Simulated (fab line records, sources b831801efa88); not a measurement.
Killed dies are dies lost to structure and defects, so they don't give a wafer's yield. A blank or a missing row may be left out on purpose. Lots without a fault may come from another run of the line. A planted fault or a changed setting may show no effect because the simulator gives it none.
Chamber matching | flow gf180mcu | GF_V4_CMP_26 on cmp-02: 4 sister chambers
The step polishes, stops on SiO2, t overpolish 15 s, target thk 0 nm. 8 wafers are shown with their chamber, then 12 later ones without.

WAFERS WITH THEIR CHAMBER
wafer  | chamber | motor_current_A (A) | overpolish_run_s (s)
L080.3 | 2       | 10.8                | 15.013
L086.3 | 3       | 10.2                | 15.007
L087.2 | 0       | 10.3                | 14.997
L087.3 | 1       | 12.7                | 14.992
L087.5 | 3       | 9.6                 | 15.007
L088.1 | 1       | 12.4                | 14.979
L088.3 | 2       | 11.1                | 15.005
L088.6 | 0       | 10.2                | 14.998

WAFERS WITHOUT THEIR CHAMBER
wafer  | motor_current_A (A) | overpolish_run_s (s)
L090.1 | 10.3                | 14.988
L090.2 | 10.6                | 15.007
L090.3 | 11.9                | 15.004
L091.1 | 12.8                | 15.021
L091.3 | 11.3                | 14.995
L091.6 | 11.3                | 15.008
L094.2 | 10.3                | 15.010
L094.5 | 11.5                | 15.005
L094.6 | 10.1                | 14.991
L097.3 | 13.1                | 15.003
L097.4 | 11.3                | 15.001
L097.5 | 12.5                | 14.986

WHICH CHAMBER EACH WENT THROUGH
wafer  | from the rows above          | in truth
L090.1 | 0                            | 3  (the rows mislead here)
L090.2 | can't be placed: 2 or 0 or 3 | 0
L090.3 | can't be placed: 2 or 1      | 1
L091.1 | can't be placed: 1 or 2      | 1
L091.3 | can't be placed: 2 or 0      | 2
L091.6 | 2                            | 2
L094.2 | can't be placed: 3 or 0 or 2 | 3
L094.5 | 2                            | 2
L094.6 | can't be placed: 0 or 3      | 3
L097.3 | 1                            | 1
L097.4 | 2                            | 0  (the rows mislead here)
L097.5 | 1                            | 1
Placed correctly: 4 of 12. Can't be placed from these rows: 6 (the true chamber is among the candidates in 6). Placed wrongly: 2.
How it was worked out, from the rows above alone: a wafer's distance from a chamber is the root of the sum, over the readings, of the square of ((its reading less the chamber's mean) divided by the reading's scatter). The wafer belongs to the nearest chamber; if the next one is less than 2 further off, it can't be placed. A chamber's mean is the mean of its shown wafers. The scatter: the root of (the sum of the squares of (reading less its chamber's mean) over the shown wafers, divided by (wafers less chambers)).
